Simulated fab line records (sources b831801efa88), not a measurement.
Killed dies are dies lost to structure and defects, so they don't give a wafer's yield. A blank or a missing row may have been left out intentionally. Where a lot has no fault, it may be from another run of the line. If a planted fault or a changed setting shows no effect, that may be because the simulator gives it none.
fab line records    flow sky130
record lots=6  wafers=18  last-day=50
route steps=708 shown PWDE@84 VT_ADJUST_HVTP@85 VT_ADJUST_LVTN@97 VT_ADJUST_NCORE@119 PAD_OPEN@708
lots that met no fault: taken from a fault-free run of the same line
start-h: the number of hours between the record's first day and the start of the first shown wafer of the lot    wait-h: time in hours since the lot's previous step    " as in the row above    L1.1+2: one row covering several wafers at once    - value missing, or start not given    * or withheld: withheld    < > ~ a bound
route shown NAME@n: names a module that has steps shown in the file, with the first one's number in the route    usual: mean/standard deviation taken from wafers without a fault    same: alike in all rows    chamber/n: place in a boat    sites: readings site by site    _std_site: the standard deviation of these    _edge_site: inner sites' mean taken away from outer sites' mean    radius-mm: how far each site lies from the wafer's centre    mask NAME#n: copy n    behind: the last tool/chamber to shape the wafer    hold: what put the lot on hold/how long, in hours/how the hold closed    device: transistor that didn't switch, given as n, p or np    end of line: the tests these same wafers got at the end of their route    a step with no rows: only its recipe    killed: dies that structure and defects cost at the first sort, which is not the same as the wafer's yield    map: a wafer's dies, marking killed ones x, the rest . and places with no die _
set.NAME: the setting the step ran with; set.NAME@STEP: the setting that earlier step ran with    model.NAME: the simulator's own value behind a step, which no gauge read
a table for each step, a row for each wafer; lots at some steps of the route
services: the hour from which a tool's chamber was out of use, counted from the record's first day as start-h (under 0 if before that day), plus the number of hours and why
## steps
# step SKY_NWELL_RS_MEAS_31
# recipe thk-meas-gauge=four-point-probe
# usual PWDE_RS=5273/18
lot.wafer  tool           chamber  start-h  wait-h  PWDE_RS[ohm/sq]
L772.3     film-metro-01  -        106.95   0.1     5287
L772.4     "              -        "        "       5266
L772.5     "              -        "        "       5288
L773.1     film-metro-04  -        122.46   0.1     5245
L773.3     "              -        "        "       5262
L773.4     "              -        "        "       5242
L778.3     film-metro-04  -        143.50   0.1     5278
L778.5     "              -        "        "       5279
L778.6     "              -        "        "       5269
L780.3     film-metro-01  -        157.33   0.1     5272
L780.5     "              -        "        "       5284
L780.6     "              -        "        "       5296
L791.3     film-metro-01  -        229.20   0.1     5257
L791.4     "              -        "        "       5272
L791.6     "              -        "        "       5278
L794.1     film-metro-02  -        253.18   0.1     5262
L794.4     "              -        "        "       5264
L794.5     "              -        "        "       5275
# step SKY_VT_ADJUST_HVTP_DEHYDRATE_00
# recipe temp-c=200  time-s=60
# step SKY_VT_ADJUST_HVTP_HMDS_01
# recipe prime-time-s=60  prime-temp-c=120
# step SKY_VT_ADJUST_HVTP_COAT_02
# recipe resist=NOVOLAK  spin-rpm=3000  resist-thk-nm=1140
# step SKY_VT_ADJUST_HVTP_SOFTBAKE_03
# recipe temp-c=90  time-s=60  resist=NOVOLAK
# step SKY_VT_ADJUST_HVTP_EXPOSE_04
# recipe mask-id=HVTPM  na=0.6  source-shape=conventional  sigma-outer=0.6  polarization=unpolarized  target-cd-nm=380  dose-mj=140
# step SKY_VT_ADJUST_HVTP_PEB_05
# recipe temp-c=withheld  time-s=*  resist=NOVOLAK
# step SKY_VT_ADJUST_HVTP_DEVELOP_06
# recipe resist=NOVOLAK  developer=TMAH  develop-time-s=60  dev-temp-c=23
# step SKY_VT_ADJUST_HVTP_CD_MEAS_07
# recipe target-cd-nm=380
# usual cd-nm=379.1/2.3
lot.wafer  tool       chamber  start-h  wait-h  cd-nm
L772.3     cd-sem-02  -        125.21   0.1     378.7
L772.4     "          -        "        "       378.9
L772.5     "          -        "        "       380.1
L773.1     cd-sem-01  -        140.65   0.1     377.7
L773.3     "          -        "        "       377.1
L773.4     "          -        "        "       378.8
L778.3     cd-sem-02  -        162.41   0.1     378.2
L778.5     "          -        "        "       380.7
L778.6     "          -        "        "       376.6
L780.3     cd-sem-01  -        176.65   0.1     381.3
L780.5     "          -        "        "       380.8
L780.6     "          -        "        "       376.2
L791.3     cd-sem-01  -        251.80   0.1     380.4
L791.4     "          -        "        "       380.9
L791.6     "          -        "        "       378.4
L794.1     cd-sem-02  -        277.46   0.1     377.6
L794.4     "          -        "        "       379.0
L794.5     "          -        "        "       376.0
# step SKY_VT_ADJUST_HVTP_OVL_MEAS_08
# usual VT_ADJUST_HVTP_OVL=-0.7/1.3
lot.wafer  tool        chamber  start-h  wait-h  VT_ADJUST_HVTP_OVL[nm]
L772.3     overlay-01  -        125.31   0.1     0.7
L772.4     "           -        "        "       -1.5
L772.5     "           -        "        "       -1.4
L773.1     overlay-01  -        140.77   0.1     -0.1
L773.3     "           -        "        "       -1.1
L773.4     "           -        "        "       -0.9
L778.3     overlay-02  -        162.51   0.1     -0.7
L778.5     "           -        "        "       -0.2
L778.6     "           -        "        "       -1.9
L780.3     overlay-02  -        176.75   0.1     -0.8
L780.5     "           -        "        "       -0.7
L780.6     "           -        "        "       0.1
L791.3     overlay-02  -        251.89   0.1     -0.6
L791.4     "           -        "        "       -1.9
L791.6     "           -        "        "       -1.9
L794.1     overlay-02  -        277.58   0.1     -1.3
L794.4     "           -        "        "       -1.5
L794.5     "           -        "        "       -0.4
# step SKY_VT_ADJUST_HVTP_IMPLANT_09
# recipe species=As  energy-kev=150  dose-cm2=4.3e+12  tilt-deg=withheld
# step SKY_VT_ADJUST_HVTP_STRIP_10
# recipe chemistry=O2/N2  power-w=1400  pressure-mtorr=1500  platen-temp-c=withheld  o2-flow-sccm=3000  n2-flow-sccm=300  overash-fraction=0.5
# usual drypump-motor-current-A=5.79/0.21  oes-product-au=0.716/0.0046  strip-time-to-endpoint-s=14.17/0.042
lot.wafer  tool             chamber  start-h  wait-h  drypump-motor-current-A  oes-product-au  rf-hours-counter-h  strip-time-to-endpoint-s
L772.3     plasma-asher-01  1        125.51   0.1     5.73                     0.720           -                   14.15
L772.4     "                0        "        "       5.62                     0.723           -                   14.14
L772.5     "                1        "        "       5.74                     0.719           -                   14.13
L773.1     plasma-asher-04  1        140.96   0.1     5.91                     0.713           2                   14.17
L773.3     "                0        "        "       5.92                     0.713           -                   14.22
L773.4     "                1        "        "       5.91                     0.712           -                   14.21
L778.3     plasma-asher-01  1        162.71   0.1     5.72                     0.714           -                   14.15
L778.5     "                0        "        "       5.62                     0.713           -                   14.19
L778.6     "                1        "        "       5.75                     0.721           -                   14.19
L780.3     plasma-asher-01  1        176.95   0.1     5.71                     0.719           -                   14.23
L780.5     "                0        "        "       5.63                     0.719           -                   14.18
L780.6     "                1        "        "       5.74                     0.719           -                   14.15
L791.3     plasma-asher-01  0        252.10   0.1     5.60                     0.710           -                   14.25
L791.4     "                1        "        "       5.75                     0.716           -                   14.25
L791.6     "                0        "        "       5.60                     0.721           -                   14.25
L794.1     plasma-asher-04  1        277.77   0.1     5.94                     0.711           15                  14.20
L794.4     "                0        "        "       5.94                     0.711           -                   14.21
L794.5     "                1        "        "       5.95                     0.715           -                   14.24
# step SKY_VT_ADJUST_HVTP_TW_MEAS_11
# usual VT_ADJUST_HVTP_TW=1365/6
lot.wafer  tool           chamber  start-h  wait-h  VT_ADJUST_HVTP_TW
L772.3     film-metro-02  -        125.60   0.1     1361
L772.4     "              -        "        "       1362
L772.5     "              -        "        "       1365
L773.1     film-metro-02  -        141.06   0.1     1366
L773.3     "              -        "        "       1364
L773.4     "              -        "        "       1361
L778.3     film-metro-01  -        162.80   0.1     1369
L778.5     "              -        "        "       1365
L778.6     "              -        "        "       1363
L780.3     film-metro-01  -        177.04   0.1     1371
L780.5     "              -        "        "       1370
L780.6     "              -        "        "       1360
L791.3     film-metro-03  -        252.19   0.1     1371
L791.4     "              -        "        "       1378
L791.6     "              -        "        "       1365
L794.1     film-metro-02  -        277.87   0.1     1367
L794.4     "              -        "        "       1358
L794.5     "              -        "        "       1361
# step SKY_VT_ADJUST_LVTN_DEHYDRATE_00
# recipe temp-c=200  time-s=60
# step SKY_VT_ADJUST_LVTN_HMDS_01
# recipe prime-time-s=60  prime-temp-c=120
# step SKY_VT_ADJUST_LVTN_COAT_02
# recipe spin-rpm=2000  resist-thk-nm=3000
# step SKY_VT_ADJUST_LVTN_SOFTBAKE_03
# recipe temp-c=110  time-s=withheld
# step SKY_VT_ADJUST_LVTN_EXPOSE_04
# recipe mask-id=NWM_COMPLEMENT_LESS_NATIVE  na=0.6  source-shape=conventional  sigma-outer=0.6  polarization=unpolarized  target-cd-nm=840  dose-mj=194
# step SKY_VT_ADJUST_LVTN_PEB_05
# recipe temp-c=115  time-s=withheld
# step SKY_VT_ADJUST_LVTN_DEVELOP_06
# recipe wall-angle-deg=90  developer=TMAH  develop-time-s=60  dev-temp-c=23
# step SKY_VT_ADJUST_LVTN_OVL_MEAS_07
# usual VT_ADJUST_LVTN_OVL=0.5/1.5
lot.wafer  tool        chamber  start-h  wait-h  VT_ADJUST_LVTN_OVL[nm]
L772.3     overlay-02  -        144.86   -       0.0
L772.4     "           -        "        "       0.6
L772.5     "           -        "        "       -1.1
L773.1     overlay-01  -        159.16   -       -1.2
L773.3     "           -        "        "       -1.1
L773.4     "           -        "        "       -0.7
L778.3     overlay-01  -        182.03   -       2.2
L778.5     "           -        "        "       1.7
L778.6     "           -        "        "       3.0
L780.3     overlay-01  -        197.42   -       -2.3
L780.5     "           -        "        "       -2.0
L780.6     "           -        "        "       0.2
L791.3     overlay-01  -        276.16   -       -0.6
L791.4     "           -        "        "       1.1
L791.6     "           -        "        "       1.0
L794.1     overlay-01  -        302.51   -       -0.3
L794.4     "           -        "        "       0.5
L794.5     "           -        "        "       2.5
# step SKY_VT_ADJUST_LVTN_IMPLANT_08
# recipe species=B  energy-kev=30  dose-cm2=1.57e+12  tilt-deg=withheld
# step SKY_VT_ADJUST_LVTN_STRIP_09
# recipe chemistry=O2/N2  power-w=1400  pressure-mtorr=1500  platen-temp-c=withheld  o2-flow-sccm=3000  n2-flow-sccm=300  overash-fraction=0.5
# usual drypump-motor-current-A=5.82/0.24  oes-product-au=0.722/0.0049  strip-time-to-endpoint-s=36.99/0.11
lot.wafer  tool             chamber  start-h  wait-h  drypump-motor-current-A  oes-product-au  rf-hours-counter-h  strip-time-to-endpoint-s
L772.3     plasma-asher-03  0        145.07   0.1     5.59                     0.723           -                   37.18
L772.4     "                1        "        "       6.28                     0.725           -                   37.36
L772.5     "                1        "        "       6.26                     0.723           -                   37.23
L773.1     plasma-asher-03  0        159.35   0.1     5.60                     0.724           36                  37.04
L773.3     "                1        "        "       6.25                     0.715           -                   37.15
L773.4     "                0        "        "       5.64                     0.717           -                   37.04
L778.3     plasma-asher-02  0        182.23   0.1     5.69                     0.726           -                   37.07
L778.5     "                1        "        "       5.89                     0.720           -                   36.94
L778.6     "                0        "        "       5.69                     0.716           -                   37.09
L780.3     plasma-asher-03  0        197.63   0.1     5.62                     0.720           -                   36.87
L780.5     "                0        "        "       5.60                     0.718           -                   36.96
L780.6     "                1        "        "       6.24                     0.725           -                   36.89
L791.3     plasma-asher-02  0        276.37   0.1     5.68                     0.726           -                   37.09
L791.4     "                1        "        "       5.88                     0.722           -                   37.07
L791.6     "                0        "        "       5.69                     0.717           -                   37.15
L794.1     plasma-asher-02  1        302.70   0.1     5.89                     0.720           62                  36.99
L794.4     "                1        "        "       5.86                     0.717           -                   36.97
L794.5     "                0        "        "       5.69                     0.725           -                   37.02
# step SKY_VT_ADJUST_LVTN_TW_MEAS_10
# usual VT_ADJUST_LVTN_TW=243.4/1.2
lot.wafer  tool           chamber  start-h  wait-h  VT_ADJUST_LVTN_TW
L772.3     film-metro-01  -        145.16   0.1     242.1
L772.4     "              -        "        "       243.2
L772.5     "              -        "        "       242.5
L773.1     film-metro-01  -        159.45   0.1     242.8
L773.3     "              -        "        "       243.2
L773.4     "              -        "        "       242.9
L778.3     film-metro-03  -        182.32   0.1     243.4
L778.5     "              -        "        "       241.1
L778.6     "              -        "        "       243.4
L780.3     film-metro-04  -        197.72   0.1     246.1
L780.5     "              -        "        "       244.4
L780.6     "              -        "        "       244.5
L791.3     film-metro-03  -        276.46   0.1     242.6
L791.4     "              -        "        "       242.9
L791.6     "              -        "        "       243.8
L794.1     film-metro-01  -        302.80   0.1     242.9
L794.4     "              -        "        "       243.5
L794.5     "              -        "        "       243.7
# step SKY_VT_ADJUST_LVTN_DEHYDRATE_11
# recipe temp-c=200  time-s=60
# step SKY_VT_ADJUST_LVTN_HMDS_12
# recipe prime-time-s=60  prime-temp-c=120
# step SKY_VT_ADJUST_LVTN_COAT_13
# recipe resist=NOVOLAK  spin-rpm=3000  resist-thk-nm=1140
# step SKY_VT_ADJUST_LVTN_SOFTBAKE_14
# recipe temp-c=90  time-s=60  resist=NOVOLAK
# step SKY_VT_ADJUST_LVTN_EXPOSE_15
# recipe mask-id=HVN_STD_DERIVED  na=0.6  source-shape=conventional  sigma-outer=0.6  polarization=unpolarized  target-cd-nm=600  dose-mj=163
# step SKY_VT_ADJUST_LVTN_PEB_16
# recipe temp-c=withheld  time-s=*  resist=NOVOLAK
# step SKY_VT_ADJUST_LVTN_DEVELOP_17
# recipe resist=NOVOLAK  developer=TMAH  develop-time-s=60  dev-temp-c=23
# step SKY_VT_ADJUST_LVTN_OVL_MEAS_18
# usual VT_ADJUST_LVTN_01_OVL=-0.6/1.6
lot.wafer  tool        chamber  start-h  wait-h  VT_ADJUST_LVTN_01_OVL[nm]
L772.3     overlay-02  -        163.61   0.1     -1.3
L772.4     "           -        "        "       -0.6
L772.5     "           -        "        "       -2.1
L773.1     overlay-02  -        178.21   0.1     -1.1
L773.3     "           -        "        "       -1.6
L773.4     "           -        "        "       -2.0
L778.3     overlay-02  -        202.71   0.1     -2.8
L778.5     "           -        "        "       -1.1
L778.6     "           -        "        "       -2.2
L780.3     overlay-02  -        219.01   0.1     0.9
L780.5     "           -        "        "       0.7
L780.6     "           -        "        "       1.1
L791.3     overlay-01  -        300.77   0.1     -2.1
L791.4     "           -        "        "       -0.2
L791.6     "           -        "        "       -0.7
L794.1     overlay-01  -        329.05   0.1     0.8
L794.4     "           -        "        "       0.6
L794.5     "           -        "        "       2.1
# step SKY_VT_ADJUST_LVTN_IMPLANT_19
# recipe species=B  energy-kev=30  dose-cm2=6.5e+11  tilt-deg=withheld
# step SKY_VT_ADJUST_LVTN_STRIP_20
# recipe chemistry=O2/N2  power-w=1400  pressure-mtorr=1500  platen-temp-c=withheld  o2-flow-sccm=3000  n2-flow-sccm=300  overash-fraction=0.5
# usual drypump-motor-current-A=5.80/0.21  oes-product-au=0.716/0.005  strip-time-to-endpoint-s=14.19/0.039
lot.wafer  tool             chamber  start-h  wait-h  drypump-motor-current-A  oes-product-au  rf-hours-counter-h  strip-time-to-endpoint-s
L772.3     plasma-asher-01  0        163.81   0.1     5.60                     0.725           -                   14.14
L772.4     "                1        "        "       5.75                     0.714           -                   14.17
L772.5     "                0        "        "       5.58                     0.721           -                   14.16
L773.1     plasma-asher-03  0        178.40   0.1     5.60                     0.710           38                  14.19
L773.3     "                0        "        "       5.59                     0.717           -                   14.21
L773.4     "                1        "        "       6.23                     0.722           -                   14.18
L778.3     plasma-asher-01  1        202.91   0.1     5.73                     0.713           -                   14.15
L778.5     "                0        "        "       5.62                     0.716           -                   14.19
L778.6     "                1        "        "       5.72                     0.716           -                   14.14
L780.3     plasma-asher-02  0        219.22   0.1     5.67                     0.712           -                   14.12
L780.5     "                1        "        "       5.89                     0.717           -                   14.15
L780.6     "                0        "        "       5.67                     0.718           -                   14.18
L791.3     plasma-asher-02  0        300.98   0.1     5.70                     0.720           -                   14.16
L791.4     "                1        "        "       5.89                     0.718           -                   14.19
L791.6     "                1        "        "       5.88                     0.721           -                   14.21
L794.1     plasma-asher-03  0        329.24   0.1     5.61                     0.718           54                  14.14
L794.4     "                0        "        "       5.60                     0.711           -                   14.13
L794.5     "                1        "        "       6.27                     0.703           -                   14.15
# step SKY_VT_ADJUST_LVTN_TW_MEAS_21
# usual VT_ADJUST_LVTN_2_TW=189.8/1
lot.wafer  tool           chamber  start-h  wait-h  VT_ADJUST_LVTN_2_TW
L772.3     film-metro-01  -        163.90   0.1     188.8
L772.4     "              -        "        "       188.8
L772.5     "              -        "        "       188.1
L773.1     film-metro-01  -        178.50   0.1     189.3
L773.3     "              -        "        "       189.9
L773.4     "              -        "        "       189.5
L778.3     film-metro-03  -        203.00   0.1     188.2
L778.5     "              -        "        "       189.2
L778.6     "              -        "        "       188.5
L780.3     film-metro-01  -        219.31   0.1     188.2
L780.5     "              -        "        "       188.9
L780.6     "              -        "        "       189.1
L791.3     film-metro-03  -        301.07   0.1     189.7
L791.4     "              -        "        "       188.6
L791.6     "              -        "        "       189.2
L794.1     film-metro-01  -        329.34   0.1     189.0
L794.4     "              -        "        "       188.8
L794.5     "              -        "        "       189.3
# step SKY_VT_ADJUST_NCORE_DEHYDRATE_00
# recipe temp-c=200  time-s=60
# step SKY_VT_ADJUST_NCORE_HMDS_01
# recipe prime-time-s=60  prime-temp-c=120
# step SKY_VT_ADJUST_NCORE_COAT_02
# recipe resist=NOVOLAK  spin-rpm=3000  resist-thk-nm=1140
# step SKY_VT_ADJUST_NCORE_SOFTBAKE_03
# recipe temp-c=90  time-s=60  resist=NOVOLAK
# step SKY_VT_ADJUST_NCORE_EXPOSE_04
# recipe mask-id=LVTN_COMPLEMENT_THIN  na=0.6  source-shape=conventional  sigma-outer=0.6  polarization=unpolarized  target-cd-nm=380  dose-mj=139
# step SKY_VT_ADJUST_NCORE_PEB_05
# recipe temp-c=withheld  time-s=*  resist=NOVOLAK
# step SKY_PAD_OPEN_PROBE_99
# usual killed_at_M0_to_M3=43/7.7  killed_at_M4_up=2.9/1.9  killed-at-contacts=24/5.9  killed-at-front-end=16/5.1  killed-at-other=0.3/0.63  killed-dies=86/10  killed-open=47/7.6  killed-short=39/6.8
# same gross-dies=492  killed-at-back-side=0
lot.wafer  tool       chamber  start-h  wait-h  killed_at_M0_to_M3  killed_at_M4_up  killed-at-contacts  killed-at-front-end  killed-at-other  killed-dies  killed-open  killed-short
L773.1     prober-01  -        1083.67  0.1     55                  0                24                  15                   0                94           51           43
L773.3     prober-01  -        1083.77  0.2     47                  3                22                  10                   1                83           44           39
L773.4     prober-01  -        1083.82  0.2     41                  10               30                  14                   0                95           46           49
L778.3     prober-02  -        1114.80  0.2     33                  0                28                  57                   0                118          37           28
L778.5     prober-02  -        1114.90  0.2     32                  2                24                  62                   0                120          35           28
L778.6     prober-02  -        1114.95  0.2     37                  3                20                  72                   0                132          41           27
L780.3     prober-02  -        1126.04  0.2     42                  2                28                  71                   0                143          42           45
L780.5     prober-02  -        1126.14  0.2     41                  3                17                  80                   0                141          44           33
L780.6     prober-02  -        1126.19  0.2     42                  3                34                  76                   0                155          44           52
# killed by level:class
L773.1 VIA1:geometric-particle:open=11 METAL1:geometric-particle:short=11 VIA2:geometric-particle:open=9 VIA3:geometric-particle:open=9 LOCAL_INTERCONNECT:geometric-particle:short=7 METAL2:geometric-particle:short=6 LI_CONTACT:geometric-particle:open=5 CONTACT:geometric-particle:open=5
L773.3 LI_CONTACT:geometric-particle:open=9 VIA1:geometric-particle:open=8 CONTACT:geometric-particle:open=7 METAL2:geometric-particle:short=7 METAL1:geometric-particle:short=6 VIA2:geometric-particle:open=6 VIA2:geometric-particle:short=5 FIELD_ISO:geometric-particle:short=4
L773.4 CONTACT:geometric-particle:open=11 VIA1:geometric-particle:short=9 CONTACT:geometric-particle:short=8 METAL1:geometric-particle:short=8 VIA1:geometric-particle:open=7 LI_CONTACT:geometric-particle:open=5 METAL2:geometric-particle:short=5 FIELD_ISO:geometric-particle:open=4
L778.3 VT_ADJUST_HVTP:unspecified=53 LI_CONTACT:geometric-particle:open=10 LOCAL_INTERCONNECT:geometric-particle:short=6 VIA1:geometric-particle:open=6 VIA3:geometric-particle:open=6 VIA1:geometric-particle:short=5 CONTACT:geometric-particle:short=4 METAL1:geometric-particle:short=4
L778.5 VT_ADJUST_HVTP:unspecified=57 CONTACT:geometric-particle:open=8 VIA1:geometric-particle:open=8 METAL3:geometric-particle:short=7 LI_CONTACT:geometric-particle:open=6 LOCAL_INTERCONNECT:geometric-particle:short=5 VIA3:geometric-particle:open=5 METAL2:geometric-particle:short=4
L778.6 VT_ADJUST_HVTP:unspecified=64 CONTACT:geometric-particle:open=11 VIA3:geometric-particle:open=9 VIA1:geometric-particle:open=7 POLY_GATE:geometric-particle:short=4 LI_CONTACT:geometric-particle:open=3 VIA1:geometric-particle:short=3 METAL1:geometric-particle:open=3
L780.3 VT_ADJUST_HVTP:unspecified=56 CONTACT:geometric-particle:open=9 METAL1:geometric-particle:short=8 FIELD_ISO:geometric-particle:open=7 VIA3:geometric-particle:open=6 VIA1:geometric-particle:open=6 VIA1:geometric-particle:short=6 VIA2:geometric-particle:open=6
L780.5 VT_ADJUST_HVTP:unspecified=64 VIA1:geometric-particle:open=9 CONTACT:geometric-particle:open=8 VIA2:geometric-particle:open=7 VIA3:geometric-particle:open=7 FIELD_ISO:geometric-particle:open=6 METAL1:geometric-particle:short=6 POLY_GATE:geometric-particle:short=4
L780.6 VT_ADJUST_HVTP:unspecified=58 CONTACT:geometric-particle:open=9 LI_CONTACT:geometric-particle:short=7 LI_CONTACT:geometric-particle:open=6 LOCAL_INTERCONNECT:geometric-particle:short=6 CONTACT:geometric-particle:short=6 METAL1:geometric-particle:short=6 VIA1:geometric-particle:open=6
# map L778.6 (x killed, . not)
__________...x......_________
________............x._______
______x................._____
_____x........x.x......x.____
____.x...x................___
___..x...x...x........x..x.__
__...xx..................x.._
_.....x.......x.......xx.x...
_...xx.xx...x...............x
_.xxxxxxxx...xx..xx....x.xx..
_xxxxxxx....x....x..........x
_.xxxxxxxx..x...x............
_xxxxxxxxx......xx...........
_xxxxxxxxxx.......x...x.x....
_xxxxxxxxx..........x........
__xxxxxxx.x.....x........x.x_
___xxxxxx.......x..........__
____.x.x.......x...x......___
_____.....x....x.x......x____
______x........xx...x..._____
________x....x.......x_______
__________..x.....x._________
# map L780.6 (x killed, . not)
__________......xx.._________
________..x.x.x.x....._______
______.x.....x.....x..x._____
_____.....x......x..x.x..____
____........xxx.........x.___
___.x....xx...x...x......x.__
__........x....x............_
_.....xx...........x..xxx....
_..x...x....xx.......xx......
_.xxxxxx....x.............x..
_xxxxxxxxx.x.........xx.x..x.
_xxxxxxxxx.x.......x..x..x...
_xxxxxxxxxx.........x..x..xx.
_xxxxxxxxx......x....xx....x.
_x.xxxxxx.xx..x..xx........x.
__xxxxx.xxx.......x.....x..._
___xxxx..x..x.....x.....xxx__
____..x.x...x.x.....x.....___
_____.xxx...x...x...x....____
______............x....._____
________x....x.x.xx..._______
__________x.xx..x..x_________
## services
tool             chamber  start-h  hours  kind
plasma-asher-04  -        108.75   9.0    pm
plasma-asher-04  0        108.75   9.0    vent-cycle
plasma-asher-04  1        108.75   9.0    vent-cycle
plasma-asher-02  -        111.72   2.8    pm
plasma-asher-04  0        117.75   -      clean
plasma-asher-04  1        117.75   -      clean
plasma-asher-04  -        162.34   2.5    repair
plasma-asher-02  -        214.77   4.3    pm
plasma-asher-03  -        222.11   1.9    repair
plasma-asher-02  -        277.96   14.2   repair
plasma-asher-01  -        310.42   0.4    repair
## key
first-sign step=SKY_PAD_OPEN_PROBE_99  reading=killed-at-front-end  direction=up  sigmas=11  usual=16  struck=70
effect step=SKY_PAD_OPEN_PROBE_99  reading=killed-dies  direction=up  sigmas=4.7  usual=86  struck=135
met-at SKY_VT_ADJUST_HVTP_STRIP_10
struck-wafers L778.3,L778.5,L778.6,L780.3,L780.5,L780.6
tester-left-out L778,L780
onset-between 125.51 162.71
fault kind=chamber-particle-source  tool=plasma-asher-01  chamber=-  onset-h=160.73  steps=SKY_VT_ADJUST_HVTP_STRIP_10  rate-per-visit-cm2=1.3529  end-h=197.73
# tester-left-out: of these lots the tester's yield and bins aren't shown, on N5 and GAA mostly nor the transistor test; their killed dies are dies lost to structure and defects alone, not to doping, threshold or leakage, so they don't give the yield
